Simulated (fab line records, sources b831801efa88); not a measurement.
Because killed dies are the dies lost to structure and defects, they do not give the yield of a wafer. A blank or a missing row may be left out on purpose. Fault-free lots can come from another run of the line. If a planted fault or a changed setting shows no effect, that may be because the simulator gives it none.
Chamber matching    flow gf180mcu    4 sister chambers for GF_V3_CMP_26 on cmp-02
The step polishes, stops on SiO2, t overpolish 15 s, target thk 0 nm. 7 wafers are shown with their chamber, then 8 later ones without.

WAFERS WITH THEIR CHAMBER
wafer   chamber  motor_current_A (A)  time_to_endpoint_s (s)
L740.1  3        8.9                  95
L751.5  0        11.1                 90
L752.5  2        11.9                 79
L753.4  2        12.2                 84
L753.5  0        11.4                 87
L753.6  1        10.8                 83
L754.1  1        10.5                 84

WAFERS WITHOUT THEIR CHAMBER
wafer   motor_current_A (A)  time_to_endpoint_s (s)
L754.4  12.6                 82
L754.5  12.0                 88
L755.2  10.9                 87
L755.4  10.4                 85
L755.5  10.5                 83
L757.1  9.2                  89
L757.5  11.9                 84
L757.6  9.2                  87

THE CHAMBER EACH PASSED THROUGH
wafer   from the rows above      in truth
L754.4  2                        2
L754.5  can't be placed: 2 or 0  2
L755.2  can't be placed: 0 or 1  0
L755.4  1                        1
L755.5  1                        1
L757.1  3                        3
L757.5  2                        2
L757.6  3                        3
Correct placement for 6 of the 8. Cannot be placed on the basis of these rows: 2; the candidates contain the true chamber in 2. Number placed wrongly: 0.
How it was worked out, from the rows above alone: a wafer's distance from a chamber is the root of the sum, over the readings, of the square of ((its reading less the chamber's mean) divided by the reading's scatter). The wafer belongs to the nearest chamber; if the next one is less than 2 further off, it can't be placed. For every chamber, the mean is computed from those of its wafers that are shown. The scatter: take each reading less its chamber's mean, square it, sum over the shown wafers, divide by the number of wafers less the number of chambers, and take the root.
